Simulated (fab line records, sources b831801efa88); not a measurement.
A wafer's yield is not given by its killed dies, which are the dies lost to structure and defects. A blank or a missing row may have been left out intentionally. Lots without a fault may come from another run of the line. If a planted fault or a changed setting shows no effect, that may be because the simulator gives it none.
fab line records | flow gf180mcu
record: lots: 5 wafers: 15 last_day: 34
route steps=602 shown LVPWELL@64 MVSD@66 MVPSD@78 VT_IMPLANT@90
lots untouched by any fault: they come from a run of this same line in which no faults occurred
start_h: hours from the record's first day to the start of the lot's first wafer shown | wait_h: how many hours have passed since the lot's step before this one | " the same as in the row above | L1.1+2: a single row standing in for several wafers | - either no value or no given start | * or withheld: withheld | < > ~ a bound
route shown NAME@n: names a module that has steps shown in the file, with the first one's number in the route | usual: average and standard deviation across the fault-free wafers | same: alike in all rows | chamber/n: place in a boat | sites: the reading at each site | _std_site: their standard deviation | _edge_site: mean of outer sites minus mean of inner sites | radius_mm: for every site, how far away it sits from the centre of the wafer | mask NAME#n: copy n | behind: the most recent tool/chamber to have shaped the wafer | hold: cause of the lot's hold/its duration in hours/its outcome | device: the n, p or np transistor that did not switch | end of line: the same wafers' tests at the end of the route | a step given without rows: its recipe and nothing more | killed: dies lost to structure and defects at the first sort, not the wafer's yield | map: per-die view of a wafer (x killed, . not killed, _ where there is no die)
set.NAME: the run value of the setting; set.NAME@STEP: its run value at that earlier step | model.NAME: the simulator's own value behind a step, which no gauge read
lots at some steps of the route; a table a step, a row a wafer
services: the hour from which a tool's chamber was out of use, counted from the record's first day as start_h (under 0 if before that day), plus the number of hours and why
== steps ==
step: GF_LVPWELL_STRIP_10
recipe: chemistry: O2/N2 power_w: 1400 pressure_mtorr: 1500 platen_temp_c: 250 o2_flow_sccm: 3000 n2_flow_sccm: 300 overash_fraction: 0.5
usual: drypump_motor_current_A: 5.6/0.54 heater_power_w: 349/24 oes_product_au: 0.722/0.0044 strip_time_to_endpoint_s: 36.98/0.12
columns lot.wafer tool chamber start_h wait_h drypump_motor_current_A heater_power_w oes_product_au rf_hours_counter_h strip_time_to_endpoint_s
L077.2 plasma_asher-03 0 91.28 0.1 5.4 373 0.723 43 37.02
L077.3 " 0 " " 5.4 369 0.722 - 37.03
L077.6 " 0 " " 5.4 366 0.720 - 37.00
L080.3 plasma_asher-04 0 103.92 0.1 6.3 357 0.719 - 37.07
L080.4 " 1 " " 5.0 370 0.713 - 36.96
L080.5 " 1 " " 4.9 379 0.727 - 36.95
L087.2 plasma_asher-02 1 143.43 0.1 5.0 309 0.718 49 37.10
L087.4 " 1 " " 4.9 303 0.721 - 37.01
L087.6 " 0 " " 6.3 322 0.718 - 36.92
L089.1 plasma_asher-04 1 154.04 0.1 5.0 373 0.725 4 36.84
L089.5 " 1 " " 5.0 374 0.726 - 36.77
L089.6 " 0 " " 6.3 324 0.712 - 36.87
L096.2 plasma_asher-02 1 195.18 0.1 4.9 304 0.722 55 36.82
L096.3 " 0 " " 6.3 319 0.719 - 36.77
L096.6 " 1 " " 4.9 300 0.719 - 36.79
step: GF_LVPWELL_TW_MEAS_11
usual: LVPWELL_TW: 562/4.2
columns lot.wafer tool chamber start_h wait_h LVPWELL_TW
L077.2 film_metro-03 - 91.39 0.1 563
L077.3 " - " " 566
L077.6 " - " " 563
L080.3 film_metro-02 - 104.01 0.1 558
L080.4 " - " " 555
L080.5 " - " " 557
L087.2 film_metro-01 - 143.54 0.1 566
L087.4 " - " " 562
L087.6 " - " " 563
L089.1 film_metro-01 - 154.14 0.1 566
L089.5 " - " " 566
L089.6 " - " " 567
L096.2 film_metro-02 - 195.29 0.1 554
L096.3 " - " " 556
L096.6 " - " " 552
step: GF_MVSD_DEHYDRATE_00
recipe: temp_c: 200 time_s: 60
columns lot.wafer tool chamber start_h wait_h
L077.2+3+6 litho_track-04 0 97.28 5.9
L080.3+4+5 litho_track-04 0 110.75 6.7
L087.2+4+6 litho_track-01 0 150.26 6.7
L089.1+5+6 litho_track-04 0 161.80 7.7
L096.2+3+6 litho_track-04 0 203.58 8.3
step: GF_MVSD_HMDS_01
recipe: prime_time_s: 60 prime_temp_c: 120
columns lot.wafer tool chamber start_h wait_h
L077.2+3+6 litho_track-04 0 97.43 0.1
L080.3+4+5 litho_track-04 0 110.90 0.1
L087.2+4+6 litho_track-01 0 150.41 0.1
L089.1+5+6 litho_track-04 0 161.95 0.1
L096.2+3+6 litho_track-04 0 203.73 0.1
step: GF_MVSD_COAT_02
recipe: spin_rpm: 2000 resist_thk_nm: 3000
columns lot.wafer tool chamber start_h wait_h
L077.2+3+6 litho_track-04 0 97.58 0.1
L080.3+4+5 litho_track-04 0 111.05 0.1
L087.2+4+6 litho_track-01 0 150.56 0.1
L089.1+5+6 litho_track-04 0 162.10 0.1
L096.2+3+6 litho_track-04 0 203.88 0.1
step: GF_MVSD_SOFTBAKE_03
recipe: temp_c: 110 time_s: withheld
columns lot.wafer tool chamber start_h wait_h
L077.2+3+6 litho_track-04 0 97.74 0.1
L080.3+4+5 litho_track-04 0 111.22 0.1
L087.2+4+6 litho_track-01 0 150.72 0.1
L089.1+5+6 litho_track-04 0 162.25 0.1
L096.2+3+6 litho_track-04 0 204.04 0.1
step: GF_MVSD_EXPOSE_04
recipe: mask_id: MVSD target_cd_nm: 1000 na: 0.6 source_shape: conventional sigma_outer: 0.6 dose_mj: 260
usual: focus_offset_nm: 0.0/0.52
same: na: 0.6
columns lot.wafer tool chamber start_h wait_h mask focus_offset_nm
L077.2 iline_stepper-02 0 - - MVSD#0 1.4
L077.3 " 0 " " MVSD#0 0.1
L077.6 " 0 " " MVSD#0 0.9
L080.3 iline_stepper-02 0 - - MVSD#0 0.1
L080.4 " 0 " " MVSD#0 -0.4
L080.5 " 0 " " MVSD#0 1.0
L087.2 iline_stepper-01 0 - - MVSD#0 -0.2
L087.4 " 0 " " MVSD#0 -0.4
L087.6 " 0 " " MVSD#0 -1.1
L089.1 iline_stepper-02 0 - - MVSD#0 -1.1
L089.5 " 0 " " MVSD#0 0.0
L089.6 " 0 " " MVSD#0 0.2
L096.2 iline_stepper-02 0 - - MVSD#0 0.2
L096.3 " 0 " " MVSD#0 -0.2
L096.6 " 0 " " MVSD#0 -0.7
step: GF_MVSD_PEB_05
recipe: temp_c: 115 time_s: withheld
columns lot.wafer tool chamber start_h wait_h
L077.2+3+6 litho_track-04 0 - -
L080.3+4+5 litho_track-04 0 - -
L087.2+4+6 litho_track-04 0 - -
L089.1+5+6 litho_track-01 0 - -
L096.2+3+6 litho_track-02 0 - -
step: GF_MVSD_DEVELOP_06
recipe: wall_angle_deg: 90 develop_time_s: 60 dev_temp_c: 23
columns lot.wafer tool chamber start_h wait_h
L077.2+3+6 litho_track-04 0 - -
L080.3+4+5 litho_track-04 0 - -
L087.2+4+6 litho_track-04 0 - -
L089.1+5+6 litho_track-01 0 - -
L096.2+3+6 litho_track-02 0 - -
step: GF_MVSD_OVL_MEAS_07
usual: MVSD_OVL: 0.6/1.6
columns lot.wafer tool chamber start_h wait_h MVSD_OVL[nm]
L077.2 overlay-01 - 103.76 - 2.1
L077.3 " - " " 0.4
L077.6 " - " " 0.4
L080.3 overlay-01 - 118.22 - 2.0
L080.4 " - " " 0.2
L080.5 " - " " -1.0
L087.2 overlay-02 - 158.76 - -0.4
L087.4 " - " " 1.3
L087.6 " - " " 1.7
L089.1 overlay-01 - 170.09 - 0.4
L089.5 " - " " -0.4
L089.6 " - " " 3.1
L096.2 overlay-02 - 212.79 - 0.0
L096.3 " - " " -0.2
L096.6 " - " " -1.5
step: GF_MVSD_IMPLANT_08
recipe: species: P energy_kev: 400 dose_cm2: 1.6e+13 tilt_deg: 0
columns lot.wafer tool chamber start_h wait_h
L077.2+3+6 implanter-04 0 103.82 0.0
L080.3+4+5 implanter-03 0 118.29 0.1
L087.2+4+6 implanter-03 0 158.81 0.0
L089.1+5+6 implanter-04 0 170.13 0.0
L096.2+3+6 implanter-04 0 212.85 0.0
step: GF_MVSD_IMPLANT_09
recipe: species: P energy_kev: 100 dose_cm2: 5e+12 tilt_deg: 0
columns lot.wafer tool chamber start_h wait_h
L077.2+3+6 implanter-04 0 103.97 0.1
L080.3+4+5 implanter-03 0 118.44 0.1
L087.2+4+6 implanter-03 0 158.96 0.1
L089.1+5+6 implanter-04 0 170.28 0.1
L096.2+3+6 implanter-04 0 213.00 0.1
step: GF_MVSD_STRIP_10
recipe: chemistry: O2/N2 power_w: 1400 pressure_mtorr: 1500 platen_temp_c: 250 o2_flow_sccm: 3000 n2_flow_sccm: 300 overash_fraction: 0.5
usual: drypump_motor_current_A: 5.6/0.36 heater_power_w: 360/19 oes_product_au: 0.723/0.0049 strip_time_to_endpoint_s: 36.97/0.11
columns lot.wafer tool chamber start_h wait_h drypump_motor_current_A heater_power_w oes_product_au rf_hours_counter_h strip_time_to_endpoint_s
L077.2 plasma_asher-03 1 104.09 0.1 5.9 358 0.721 45 36.82
L077.3 " 0 " " 5.4 371 0.727 - 36.82
L077.6 " 1 " " 5.9 361 0.721 - 36.87
L080.3 plasma_asher-04 0 118.57 0.1 6.3 328 0.720 - 36.82
L080.4 " 1 " " 5.0 370 0.726 - 36.96
L080.5 " 0 " " 6.3 324 0.720 - 36.90
L087.2 plasma_asher-03 0 159.09 0.1 5.4 359 0.720 50 36.94
L087.4 " 1 " " 5.9 363 0.719 - 37.04
L087.6 " 1 " " 5.8 357 0.732 - 37.10
L089.1 plasma_asher-03 0 170.43 0.1 5.4 365 0.712 52 36.94
L089.5 " 1 " " 5.9 361 0.726 - 36.91
L089.6 " 0 " " 5.4 373 0.722 - 36.90
L096.2 plasma_asher-03 0 213.12 0.1 5.4 366 0.719 56 36.90
L096.3 " 0 " " 5.4 363 0.731 - 36.87
L096.6 " 1 " " 5.9 368 0.721 - 36.82
step: GF_MVSD_TW_MEAS_11
usual: MVSD_TW: 1582/12
columns lot.wafer tool chamber start_h wait_h MVSD_TW
L077.2 film_metro-02 - 104.20 0.1 1563
L077.3 " - " " 1565
L077.6 " - " " 1578
L080.3 film_metro-03 - 118.66 0.1 1591
L080.4 " - " " 1582
L080.5 " - " " 1591
L087.2 film_metro-01 - 159.20 0.1 1588
L087.4 " - " " 1597
L087.6 " - " " 1599
L089.1 film_metro-03 - 170.53 0.1 1590
L089.5 " - " " 1580
L089.6 " - " " 1581
L096.2 film_metro-02 - 213.23 0.1 1565
L096.3 " - " " 1547
L096.6 " - " " 1559
step: GF_MVPSD_DEHYDRATE_00
recipe: temp_c: 200 time_s: 60
columns lot.wafer tool chamber start_h wait_h
L077.2+3+6 litho_track-03 0 111.03 6.8
L080.3+4+5 litho_track-03 0 126.00 7.3
L087.2+4+6 litho_track-01 0 166.26 7.1
L089.1+5+6 litho_track-03 0 178.45 7.9
L096.2+3+6 litho_track-01 0 221.16 7.9
step: GF_MVPSD_HMDS_01
recipe: prime_time_s: 60 prime_temp_c: 120
columns lot.wafer tool chamber start_h wait_h
L077.2+3+6 litho_track-03 0 111.18 0.1
L080.3+4+5 litho_track-03 0 126.15 0.1
L087.2+4+6 litho_track-01 0 166.41 0.1
L089.1+5+6 litho_track-03 0 178.60 0.1
L096.2+3+6 litho_track-01 0 221.31 0.1
step: GF_MVPSD_COAT_02
recipe: spin_rpm: 2000 resist_thk_nm: 3000
columns lot.wafer tool chamber start_h wait_h
L077.2+3+6 litho_track-03 0 111.33 0.1
L080.3+4+5 litho_track-03 0 126.30 0.1
L087.2+4+6 litho_track-01 0 166.56 0.1
L089.1+5+6 litho_track-03 0 178.75 0.1
L096.2+3+6 litho_track-01 0 221.46 0.1
step: GF_MVPSD_SOFTBAKE_03
recipe: temp_c: 110 time_s: withheld
columns lot.wafer tool chamber start_h wait_h
L077.2+3+6 litho_track-03 0 111.49 0.1
L080.3+4+5 litho_track-03 0 126.47 0.1
L087.2+4+6 litho_track-01 0 166.72 0.1
L089.1+5+6 litho_track-03 0 178.90 0.1
L096.2+3+6 litho_track-01 0 221.62 0.1
step: GF_MVPSD_EXPOSE_04
recipe: mask_id: MVPSD target_cd_nm: 1000 na: 0.6 source_shape: conventional sigma_outer: 0.6 dose_mj: 260
usual: focus_offset_nm: -0.1/0.64
same: na: 0.6
columns lot.wafer tool chamber start_h wait_h mask focus_offset_nm
L077.2 iline_stepper-01 0 - - MVPSD#0 -0.8
L077.3 " 0 " " MVPSD#0 -0.2
L077.6 " 0 " " MVPSD#0 -0.1
L080.3 iline_stepper-02 0 - - MVPSD#0 0.1
L080.4 " 0 " " MVPSD#0 1.0
L080.5 " 0 " " MVPSD#0 0.6
L087.2 iline_stepper-02 0 - - MVPSD#0 -0.5
L087.4 " 0 " " MVPSD#0 -0.3
L087.6 " 0 " " MVPSD#0 -0.3
L089.1 iline_stepper-01 0 - - MVPSD#0 0.7
L089.5 " 0 " " MVPSD#0 -0.1
L089.6 " 0 " " MVPSD#0 -0.4
L096.2 iline_stepper-01 0 - - MVPSD#0 -0.4
L096.3 " 0 " " MVPSD#0 0.5
L096.6 " 0 " " MVPSD#0 0.1
step: GF_MVPSD_PEB_05
recipe: temp_c: 115 time_s: withheld
columns lot.wafer tool chamber start_h wait_h
L077.2+3+6 litho_track-03 0 - -
L080.3+4+5 litho_track-03 0 - -
L087.2+4+6 litho_track-01 0 - -
L089.1+5+6 litho_track-03 0 - -
L096.2+3+6 litho_track-03 0 - -
step: GF_MVPSD_DEVELOP_06
recipe: wall_angle_deg: 90 develop_time_s: 60 dev_temp_c: 23
columns lot.wafer tool chamber start_h wait_h
L077.2+3+6 litho_track-03 0 - -
L080.3+4+5 litho_track-03 0 - -
L087.2+4+6 litho_track-01 0 - -
L089.1+5+6 litho_track-03 0 - -
L096.2+3+6 litho_track-03 0 - -
step: GF_MVPSD_OVL_MEAS_07
usual: MVPSD_OVL: 0.3/1.4
columns lot.wafer tool chamber start_h wait_h MVPSD_OVL[nm]
L077.2 overlay-01 - 118.71 - 0.8
L077.3 " - " " 0.2
L077.6 " - " " 0.1
L080.3 overlay-02 - 133.46 - 1.6
L080.4 " - " " 1.2
L080.5 " - " " 0.1
L087.2 overlay-01 - 174.90 - -0.3
L087.4 " - " " -0.5
L087.6 " - " " -0.7
L089.1 overlay-02 - 186.80 - 0.3
L089.5 " - " " 0.4
L089.6 " - " " 1.1
L096.2 overlay-02 - 230.76 - -0.6
L096.3 " - " " -1.4
L096.6 " - " " 1.9
step: GF_MVPSD_IMPLANT_08
recipe: species: B energy_kev: 170 dose_cm2: 1.5e+13 tilt_deg: 0
columns lot.wafer tool chamber start_h wait_h
L077.2+3+6 implanter-02 0 118.76 0.0
L080.3+4+5 implanter-02 0 133.54 0.1
L087.2+4+6 implanter-04 0 174.95 0.0
L089.1+5+6 implanter-02 0 186.84 0.0
L096.2+3+6 implanter-01 0 230.81 0.0
step: GF_MVPSD_IMPLANT_09
recipe: species: B energy_kev: 40 dose_cm2: 5e+12 tilt_deg: 0
columns lot.wafer tool chamber start_h wait_h
L077.2+3+6 implanter-02 0 118.91 0.1
L080.3+4+5 implanter-02 0 133.69 0.1
L087.2+4+6 implanter-04 0 175.10 0.1
L089.1+5+6 implanter-02 0 186.99 0.1
L096.2+3+6 implanter-01 0 230.96 0.1
step: GF_MVPSD_STRIP_10
recipe: chemistry: O2/N2 power_w: 1400 pressure_mtorr: 1500 platen_temp_c: 250 o2_flow_sccm: 3000 n2_flow_sccm: 300 overash_fraction: 0.5
usual: drypump_motor_current_A: 5.6/0.56 heater_power_w: 337/31 oes_product_au: 0.722/0.0051 strip_time_to_endpoint_s: 36.94/0.12
columns lot.wafer tool chamber start_h wait_h drypump_motor_current_A heater_power_w oes_product_au rf_hours_counter_h strip_time_to_endpoint_s
L077.2 plasma_asher-02 0 119.04 0.1 6.3 324 0.718 47 36.86
L077.3 " 0 " " 6.3 323 0.720 - 37.11
L077.6 " 0 " " 6.3 325 0.717 - 37.01
L080.3 plasma_asher-04 0 133.82 0.1 6.3 336 0.721 - 37.05
L080.4 " 1 " " 5.0 381 0.726 - 36.87
L080.5 " 1 " " 5.0 371 0.729 - 36.94
L087.2 plasma_asher-01 1 175.23 0.1 5.6 391 0.723 41 36.84
L087.4 " 0 " " 5.3 319 0.731 - 36.91
L087.6 " 0 " " 5.3 320 0.726 - 36.83
L089.1 plasma_asher-02 0 187.14 0.1 6.3 327 0.717 54 37.24
L089.5 " 1 " " 4.9 305 0.728 - 37.11
L089.6 " 0 " " 6.3 331 0.717 - 37.21
L096.2 plasma_asher-02 1 231.09 0.1 4.9 309 0.731 59 36.85
L096.3 " 1 " " 4.9 299 0.730 - 36.79
L096.6 " 0 " " 6.3 327 0.723 - 36.83
step: GF_MVPSD_TW_MEAS_11
usual: MVPSD_TW: 553/4.3
columns lot.wafer tool chamber start_h wait_h MVPSD_TW
L077.2 film_metro-02 - 119.15 0.1 547
L077.3 " - " " 547
L077.6 " - " " 548
L080.3 film_metro-03 - 133.91 0.1 553
L080.4 " - " " 552
L080.5 " - " " 555
L087.2 film_metro-03 - 175.34 0.1 559
L087.4 " - " " 556
L087.6 " - " " 552
L089.1 film_metro-03 - 187.24 0.1 555
L089.5 " - " " 555
L089.6 " - " " 554
L096.2 film_metro-03 - 231.20 0.1 555
L096.3 " - " " 558
L096.6 " - " " 556
step: GF_VT_IMPLANT_DEHYDRATE_00
recipe: temp_c: 200 time_s: 60
columns lot.wafer tool chamber start_h wait_h
L077.2+3+6 litho_track-01 0 126.51 7.4
L080.3+4+5 litho_track-01 0 141.44 7.5
L087.2+4+6 litho_track-02 0 182.56 7.2
L089.1+5+6 litho_track-02 0 195.19 7.9
L096.2+3+6 litho_track-02 0 239.61 8.4
step: GF_VT_IMPLANT_HMDS_01
recipe: prime_time_s: 60 prime_temp_c: 120
columns lot.wafer tool chamber start_h wait_h
L077.2+3+6 litho_track-01 0 126.66 0.1
L080.3+4+5 litho_track-01 0 141.59 0.1
L087.2+4+6 litho_track-02 0 182.71 0.1
L089.1+5+6 litho_track-02 0 195.34 0.1
L096.2+3+6 litho_track-02 0 239.76 0.1
step: GF_VT_IMPLANT_COAT_02
recipe: resist: NOVOLAK spin_rpm: 3000 resist_thk_nm: 1000
columns lot.wafer tool chamber start_h wait_h
L077.2+3+6 litho_track-01 0 126.81 0.1
L080.3+4+5 litho_track-01 0 141.74 0.1
L087.2+4+6 litho_track-02 0 182.86 0.1
L089.1+5+6 litho_track-02 0 195.49 0.1
L096.2+3+6 litho_track-02 0 239.91 0.1
step: GF_VT_IMPLANT_SOFTBAKE_03
recipe: temp_c: 90 time_s: 60 resist: NOVOLAK
columns lot.wafer tool chamber start_h wait_h
L077.2+3+6 litho_track-01 0 126.96 0.1
L080.3+4+5 litho_track-01 0 141.89 0.1
L087.2+4+6 litho_track-02 0 183.01 0.1
L089.1+5+6 litho_track-02 0 195.64 0.1
L096.2+3+6 litho_track-02 0 240.06 0.1
step: GF_VT_IMPLANT_EXPOSE_04
recipe: mask_id: LVPWELL_LV_AREA target_cd_nm: 600 na: 0.6 source_shape: conventional sigma_outer: 0.6 dose_mj: 140
usual: focus_offset_nm: 0.0/0.53
same: na: 0.6
columns lot.wafer tool chamber start_h wait_h mask focus_offset_nm
L077.2 iline_stepper-01 0 - - LVPWELL_LV_AREA#0 -0.6
L077.3 " 0 " " LVPWELL_LV_AREA#0 0.1
L077.6 " 0 " " LVPWELL_LV_AREA#0 -1.1
L080.3 iline_stepper-02 0 - - LVPWELL_LV_AREA#0 0.6
L080.4 " 0 " " LVPWELL_LV_AREA#0 -0.3
L080.5 " 0 " " LVPWELL_LV_AREA#0 -0.1
L087.2 iline_stepper-02 0 - - LVPWELL_LV_AREA#0 0.7
L087.4 " 0 " " LVPWELL_LV_AREA#0 0.5
L087.6 " 0 " " LVPWELL_LV_AREA#0 0.8
L089.1 iline_stepper-01 0 - - LVPWELL_LV_AREA#0 -0.4
L089.5 " 0 " " LVPWELL_LV_AREA#0 -0.1
L089.6 " 0 " " LVPWELL_LV_AREA#0 -0.3
L096.2 iline_stepper-02 0 - - LVPWELL_LV_AREA#0 -0.6
L096.3 " 0 " " LVPWELL_LV_AREA#0 -0.2
L096.6 " 0 " " LVPWELL_LV_AREA#0 -0.6
step: GF_VT_IMPLANT_PEB_05
recipe: temp_c: withheld time_s: * resist: NOVOLAK
columns lot.wafer tool chamber start_h wait_h
L077.2+3+6 litho_track-01 0 - -
L080.3+4+5 litho_track-02 0 - -
L087.2+4+6 litho_track-01 0 - -
L089.1+5+6 litho_track-03 0 - -
L096.2+3+6 litho_track-02 0 - -
step: GF_VT_IMPLANT_DEVELOP_06
recipe: develop_time_s: 60 dev_temp_c: 23
columns lot.wafer tool chamber start_h wait_h
L077.2+3+6 litho_track-01 0 134.06 0.1
L080.3+4+5 litho_track-02 0 148.74 0.1
L087.2+4+6 litho_track-01 0 190.81 0.1
L089.1+5+6 litho_track-03 0 204.25 0.1
L096.2+3+6 litho_track-02 0 248.16 0.1
step: GF_VT_IMPLANT_OVL_MEAS_07
usual: VT_IMPLANT_OVL: 0.3/1.3
columns lot.wafer tool chamber start_h wait_h VT_IMPLANT_OVL[nm]
L077.2 overlay-02 - 134.20 0.1 -0.8
L077.3 " - " " -1.0
L077.6 " - " " 1.4
L080.3 overlay-02 - 148.85 0.1 -0.6
L080.4 " - " " -0.3
L080.5 " - " " -0.7
L087.2 overlay-02 - 190.94 0.1 0.5
L087.4 " - " " 0.1
L087.6 " - " " 1.0
L089.1 overlay-02 - 204.40 0.1 0.7
L089.5 " - " " 1.2
L089.6 " - " " 1.1
L096.2 overlay-02 - 248.29 0.1 1.3
L096.3 " - " " 1.9
L096.6 " - " " -0.2
step: GF_VT_IMPLANT_IMPLANT_08
recipe: species: BF2 energy_kev: 20 dose_cm2: 8.29e+12 tilt_deg: 7
columns lot.wafer tool chamber start_h wait_h
L077.2+3+6 implanter-03 0 134.25 0.0
L080.3+4+5 implanter-03 0 148.93 0.1
L087.2+4+6 implanter-02 0 191.00 0.0
L089.1+5+6 implanter-03 0 204.44 0.0
L096.2+3+6 implanter-01 0 248.35 0.0
step: GF_VT_IMPLANT_STRIP_09
recipe: chemistry: O2/N2 power_w: 1400 pressure_mtorr: 1500 platen_temp_c: 250 o2_flow_sccm: 3000 n2_flow_sccm: 300 overash_fraction: 0.5
usual: drypump_motor_current_A: 5.6/0.39 heater_power_w: 348/32 oes_product_au: 0.716/0.0041 strip_time_to_endpoint_s: 12.66/0.034
columns lot.wafer tool chamber start_h wait_h drypump_motor_current_A heater_power_w oes_product_au rf_hours_counter_h strip_time_to_endpoint_s
L077.2 plasma_asher-02 1 134.38 0.1 4.9 305 0.719 49 12.64
L077.3 " 1 " " 5.0 307 0.715 - 12.64
L077.6 " 1 " " 4.9 311 0.722 - 12.61
L080.3 plasma_asher-01 0 149.06 0.1 5.3 320 0.719 - 12.60
L080.4 " 1 " " 5.6 398 0.717 - 12.61
L080.5 " 1 " " 5.6 390 0.714 - 12.62
L087.2 plasma_asher-01 0 191.12 0.1 5.3 320 0.713 42 12.72
L087.4 " 0 " " 5.3 318 0.717 - 12.64
L087.6 " 1 " " 5.6 387 0.715 - 12.68
L089.1 plasma_asher-01 1 204.59 0.1 5.7 387 0.715 44 12.62
L089.5 " 1 " " 5.7 393 0.709 - 12.65
L089.6 " 0 " " 5.3 332 0.722 - 12.63
L096.2 plasma_asher-01 0 248.47 0.1 5.3 322 0.712 49 12.64
L096.3 " 0 " " 5.3 315 0.711 - 12.68
L096.6 " 0 " " 5.3 313 0.716 - 12.65
step: GF_VT_IMPLANT_TW_MEAS_10
usual: VT_IMPLANT_TW: 565/3.7
columns lot.wafer tool chamber start_h wait_h VT_IMPLANT_TW
L077.2 film_metro-04 - 134.49 0.1 568
L077.3 " - " " 568
L077.6 " - " " 565
L080.3 film_metro-02 - 149.15 0.1 559
L080.4 " - " " 562
L080.5 " - " " 561
L087.2 film_metro-04 - 191.23 0.1 569
L087.4 " - " " 568
L087.6 " - " " 569
L089.1 film_metro-04 - 204.69 0.1 565
L089.5 " - " " 563
L089.6 " - " " 565
L096.2 film_metro-04 - 248.58 0.1 569
L096.3 " - " " 569
L096.6 " - " " 568
step: GF_VT_IMPLANT_DEHYDRATE_11
recipe: temp_c: 200 time_s: 60
columns lot.wafer tool chamber start_h wait_h
L077.2+3+6 litho_track-02 0 141.87 7.4
L080.3+4+5 litho_track-02 0 156.89 7.7
L087.2+4+6 litho_track-02 0 199.56 8.3
L089.1+5+6 litho_track-02 0 212.79 8.1
L096.2+3+6 litho_track-03 0 258.03 9.4
step: GF_VT_IMPLANT_HMDS_12
recipe: prime_time_s: 60 prime_temp_c: 120
columns lot.wafer tool chamber start_h wait_h
L077.2+3+6 litho_track-02 0 142.02 0.1
L080.3+4+5 litho_track-02 0 157.04 0.1
L087.2+4+6 litho_track-02 0 199.71 0.1
L089.1+5+6 litho_track-02 0 212.94 0.1
L096.2+3+6 litho_track-03 0 258.18 0.1
step: GF_VT_IMPLANT_COAT_13
recipe: resist: NOVOLAK spin_rpm: 3000 resist_thk_nm: 1000
columns lot.wafer tool chamber start_h wait_h
L077.2+3+6 litho_track-02 0 142.17 0.1
L080.3+4+5 litho_track-02 0 157.19 0.1
L087.2+4+6 litho_track-02 0 199.86 0.1
L089.1+5+6 litho_track-02 0 213.09 0.1
L096.2+3+6 litho_track-03 0 258.33 0.1
step: GF_VT_IMPLANT_SOFTBAKE_14
recipe: temp_c: 90 time_s: 60 resist: NOVOLAK
columns lot.wafer tool chamber start_h wait_h
L077.2+3+6 litho_track-02 0 142.32 0.1
L080.3+4+5 litho_track-02 0 157.34 0.1
L087.2+4+6 litho_track-02 0 200.01 0.1
L089.1+5+6 litho_track-02 0 213.24 0.1
L096.2+3+6 litho_track-03 0 258.48 0.1
step: GF_VT_IMPLANT_EXPOSE_15
recipe: mask_id: Nwell_LV_AREA target_cd_nm: 860 na: 0.6 source_shape: conventional sigma_outer: 0.6 dose_mj: 140
usual: focus_offset_nm: 0.0/0.54
same: na: 0.6
columns lot.wafer tool chamber start_h wait_h mask focus_offset_nm
L077.2 iline_stepper-01 0 - - Nwell_LV_AREA#0 0.4
L077.3 " 0 " " Nwell_LV_AREA#0 1.1
L077.6 " 0 " " Nwell_LV_AREA#0 0.5
L080.3 iline_stepper-02 0 - - Nwell_LV_AREA#0 0.4
L080.4 " 0 " " Nwell_LV_AREA#0 0.2
L080.5 " 0 " " Nwell_LV_AREA#0 0.2
L087.2 iline_stepper-01 0 - - Nwell_LV_AREA#0 0.1
L087.4 " 0 " " Nwell_LV_AREA#0 0.0
L087.6 " 0 " " Nwell_LV_AREA#0 -0.9
L089.1 iline_stepper-01 0 - - Nwell_LV_AREA#0 0.1
L089.5 " 0 " " Nwell_LV_AREA#0 0.3
L089.6 " 0 " " Nwell_LV_AREA#0 0.4
L096.2 iline_stepper-02 0 - - Nwell_LV_AREA#0 0.1
L096.3 " 0 " " Nwell_LV_AREA#0 -0.6
L096.6 " 0 " " Nwell_LV_AREA#0 -0.3
step: GF_VT_IMPLANT_PEB_16
recipe: temp_c: withheld time_s: * resist: NOVOLAK
columns lot.wafer tool chamber start_h wait_h
L077.2+3+6 litho_track-01 0 - -
L080.3+4+5 litho_track-03 0 - -
L087.2+4+6 litho_track-02 0 - -
L089.1+5+6 litho_track-01 0 - -
L096.2+3+6 litho_track-01 0 - -
step: GF_VT_IMPLANT_DEVELOP_17
recipe: develop_time_s: 60 dev_temp_c: 23
columns lot.wafer tool chamber start_h wait_h
L077.2+3+6 litho_track-01 0 149.06 0.1
L080.3+4+5 litho_track-03 0 164.90 0.1
L087.2+4+6 litho_track-02 0 208.51 0.1
L089.1+5+6 litho_track-01 0 221.94 0.1
L096.2+3+6 litho_track-01 0 267.01 0.1
step: GF_VT_IMPLANT_OVL_MEAS_18
usual: VT_IMPLANT_01_OVL: -0.2/1.3
columns lot.wafer tool chamber start_h wait_h VT_IMPLANT_01_OVL[nm]
L077.2 overlay-01 - 149.20 0.1 -0.3
L077.3 " - " " -0.7
L077.6 " - " " -2.1
L080.3 overlay-01 - 165.01 0.1 -0.8
L080.4 " - " " 1.1
L080.5 " - " " 0.8
L087.2 overlay-01 - 208.65 0.1 -0.8
L087.4 " - " " -1.7
L087.6 " - " " -0.2
L089.1 overlay-01 - 222.09 0.1 -0.9
L089.5 " - " " 0.3
L089.6 " - " " -0.4
L096.2 overlay-01 - 267.14 0.1 1.3
L096.3 " - " " -0.2
L096.6 " - " " 0.8
step: GF_VT_IMPLANT_IMPLANT_19
recipe: species: As energy_kev: 100 dose_cm2: 4.35e+12 tilt_deg: 7
columns lot.wafer tool chamber start_h wait_h
L077.2+3+6 implanter-01 0 149.25 0.0
L080.3+4+5 implanter-03 0 165.09 0.1
L087.2+4+6 implanter-02 0 208.70 0.0
L089.1+5+6 implanter-03 0 222.12 0.0
L096.2+3+6 implanter-02 0 267.20 0.0
== services ==
columns tool chamber start_h hours kind
plasma_asher-03 - 68.69 4.2 repair
plasma_asher-04 - 74.49 15.6 pm
iline_stepper-02 - 81.52 9.4 repair
iline_stepper-01 - 87.32 22.6 repair
plasma_asher-04 - 108.75 9.0 pm
implanter-04 - 130.28 5.8 pm
implanter-02 - 157.52 14.2 repair
implanter-02 - 173.98 1.4 repair
implanter-04 - 176.76 1.9 repair
iline_stepper-01 - 209.12 3.4 repair
iline_stepper-02 - 214.48 1.7 pm
plasma_asher-04 - 215.61 28.2 repair
implanter-04 - 219.37 4.1 repair
implanter-04 - 224.64 4.2 repair
implanter-01 - 224.92 2.6 repair
implanter-03 - 226.56 2.1 repair
iline_stepper-01 - 231.10 5.5 repair
iline_stepper-01 - 240.52 8.9 pm
plasma_asher-02 - 247.27 14.6 pm
iline_stepper-01 - 256.86 1.7 pm
implanter-01 - 263.86 2.8 repair
implanter-04 - 266.36 0.8 repair
implanter-01 - 266.64 5.9 pm
plasma_asher-02 - 267.05 19.1 repair
== key ==
fault none
